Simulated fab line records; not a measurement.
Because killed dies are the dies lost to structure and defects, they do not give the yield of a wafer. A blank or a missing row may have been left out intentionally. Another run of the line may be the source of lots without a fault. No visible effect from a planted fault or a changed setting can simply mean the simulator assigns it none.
Comparing a struck lot with a sound one :: flow sky130 :: 43 steps out of a route of 708
Sound: the wafers L783.1, L783.4, L783.6. Struck: wafers L798.2, L798.4, L798.5. The cause is named last.
At each step with rows: each side's tool, then ch and its chambers, then its first start. Under that, the readings that differ: sound wafers :: struck wafers :: difference of the means :: sigmas: that difference in standard deviations of wafers without a fault.
alike: words and numbers the same on both sides, and readings whose means are apart by under 2 such deviations; not compared: readings that were withheld, readings missing a value for some wafer, numbers with overlapping values and no deviation given by the record, and bounds like >300 which may hide the same value.
Wherever a step has rows on one side only, a row that says differs or no value, or a row with sigmas, the two part there. Numbers that don't overlap but have no deviation are shown without sigmas and don't part them. Lack of a reading on every wafer of one side parts them only where that side has two or more wafers.

first, 1 step without rows for these wafers: SKY_GATE_OXIDE_OXIDATION_01 (stabilise 600 s, purge 300 s, target thk 10.268 nm).
SKY_GATE_OXIDE_THK_MEAS_02:
  sound: filmMetro-03 at day 14 09:26; struck: filmMetro-02 at day 19 06:34
  alike: GATE_OXIDE_OXIDATION_00_THK
then, 7 steps without rows for these wafers: SKY_GATE_OXIDE_DEHYDRATE_03 (time 60 s); SKY_GATE_OXIDE_HMDS_04 (prime time 60 s); SKY_GATE_OXIDE_COAT_05 (resist thk 1140 nm); SKY_GATE_OXIDE_SOFTBAKE_06 (time 60 s); SKY_GATE_OXIDE_EXPOSE_07 (exposes mask LVOM, target cd 600 nm); SKY_GATE_OXIDE_PEB_08; SKY_GATE_OXIDE_DEVELOP_09 (develop time 60 s).
SKY_GATE_OXIDE_OVL_MEAS_10:
  sound: overlay-02 at day 15 11:14; struck: overlay-01 at day 20 13:29
  alike: GATE_OXIDE_OVL
then, 2 steps without rows for these wafers: SKY_GATE_OXIDE_IMPLANT_11; SKY_GATE_OXIDE_WET_ETCH_12 (etches SiO2 in dHF, target depth 16.8 nm, time 336 s).
SKY_GATE_OXIDE_STRIP_13: strips in O2/N2.
  sound on plasmaAsher-03 ch 0,1, day 15 11:32; struck on plasmaAsher-03 ch 0,1, day 20 13:47
  alike: drypumpMotorCurrentA, oesProductAu, stripTimeToEndpointS
  not compared: rfHoursCounterH
SKY_GATE_OXIDE_TW_MEAS_14:
  sound: filmMetro-03 at day 15 11:38; struck: filmMetro-02 at day 20 13:54
reading: GATE_OXIDE_TW
sound: 227.3 226.7 226.2
struck: 223.0 220.7 221.9
difference: -4.9
sigmas: -2
then, 3 steps without rows for these wafers: SKY_GATE_OXIDE_CLEAN_15 (cleans in SC1/SC2, time 150 s); SKY_GATE_OXIDE_OXIDATION_16 (stabilise 600 s, purge 300 s, target thk 3.57 nm); SKY_POLY_GATE_CVD_00 (deposits poly-Si, target thk 180 nm, time 720 s).
SKY_POLY_GATE_THK_MEAS_01:
  sound: filmMetro-04 at day 15 16:05; struck: filmMetro-04 at day 20 18:34
  alike: POLY_GATE_CVD_00_THK
then, 8 steps without rows for these wafers: SKY_RES_PROTECT_DEHYDRATE_00 (time 60 s); SKY_RES_PROTECT_HMDS_01 (prime time 60 s); SKY_RES_PROTECT_COAT_02 (resist thk 1140 nm); SKY_RES_PROTECT_SOFTBAKE_03 (time 60 s); SKY_RES_PROTECT_EXPOSE_04 (exposes mask RPM, target cd 1270 nm); SKY_RES_PROTECT_PEB_05; SKY_RES_PROTECT_DEVELOP_06 (develop time 60 s); SKY_POLY_GATE_IMPLANT_02.
SKY_RES_PROTECT_STRIP_07: strips in O2/N2.
  sound on plasmaAsher-03 ch 0,1, day 16 20:06; struck on plasmaAsher-03 ch 1, day 22 01:09
reading: stripTimeToEndpointS (s)
sound: 23.18 23.22 23.18
struck: 23.32 23.34 23.32
difference: +0.13
sigmas: +2
  alike: drypumpMotorCurrentA, oesProductAu
  not compared: rfHoursCounterH
SKY_RES_PROTECT_TW_MEAS_08:
  sound: filmMetro-01 at day 16 20:12; struck: filmMetro-01 at day 22 01:16
  alike: POLY_GATE_TW
then, 2 steps without rows for these wafers: SKY_RES_PROTECT_CLEAN_09 (cleans in SC1/SC2, time 150 s); SKY_POLY_GATE_CVD_03 (deposits Si3N4 from DCS/NH3, target thk 75 nm, time 1290 s).
SKY_POLY_GATE_THK_MEAS_04:
  sound: filmMetro-01 at day 16 21:40; struck: filmMetro-03 at day 22 02:44
  alike: POLY_GATE_CVD_03_THK
then, 8 steps without rows for these wafers: SKY_POLY_GATE_DEHYDRATE_05 (time 60 s); SKY_POLY_GATE_HMDS_06 (prime time 60 s); SKY_POLY_GATE_COAT_07 (resist thk 110 nm); SKY_POLY_GATE_COAT_08 (resist thk 450 nm); SKY_POLY_GATE_SOFTBAKE_09 (time 90 s); SKY_POLY_GATE_EXPOSE_10 (exposes mask P1M, target cd 150 nm); SKY_POLY_GATE_PEB_11; SKY_POLY_GATE_DEVELOP_12 (develop time 60 s).
SKY_POLY_GATE_CD_MEAS_13 targets a cd of 150 nm.
  sound: cdSem-02 at day 18 03:13; struck: cdSem-02 at day 23 10:01
  alike: cdNm
SKY_POLY_GATE_OVL_MEAS_14:
  sound: overlay-01 at day 18 03:20; struck: overlay-01 at day 23 10:07
reading: POLY_GATE_OVL (nm)
sound: -12 -3 -8
struck: 6 6 3
difference: +13
sigmas: +3
SKY_POLY_GATE_ETCH_15: etches BARC in N2/H2, stops on SiO2, time 118.5 s, target depth 110 nm.
  sound on rieDiel-01 ch 0,1, day 18 03:23; struck on rieDiel-03 ch 2,3, day 23 10:08
  alike: drypumpMotorCurrentA, oesProductAu, throttleValvePct
  not compared: rfHoursCounterH
-- a jump in the record: the struck wafers' starts before and after are 27 days apart (it breaks off in module POLY_GATE and resumes in module PAD_OPEN, where the first step shown is number 708 of the route) --
SKY_PAD_OPEN_PROBE_99:
  sound: prober-01 at day 47 06:26; struck: prober-01 at day 50 15:05
reading: hold
sound: - - -
struck: awaitDispo/1.7h/release awaitDispo/1.7h/release awaitDispo/1.7h/release
difference: no value on the sound wafers
sigmas: 

reading: killedAtFrontEnd
sound: 10 12 13
struck: 54 49 62
difference: +43
sigmas: +10

reading: killedDies
sound: 84 75 103
struck: 124 127 131
difference: +40
sigmas: +4

reading: killedOnRim
sound: 16 14 21
struck: 26 30 31
difference: +12
sigmas: +3
  alike: killed_at_M0_to_M3, killed_at_M4_up, killedAtContacts, killedAtOther, killedOpen, killedShort

## WHERE THEY PART
Last at SKY_PAD_OPEN_PROBE_99 as far as this record goes, first at SKY_GATE_OXIDE_TW_MEAS_14.

WHY: whatever the simulator had introduced
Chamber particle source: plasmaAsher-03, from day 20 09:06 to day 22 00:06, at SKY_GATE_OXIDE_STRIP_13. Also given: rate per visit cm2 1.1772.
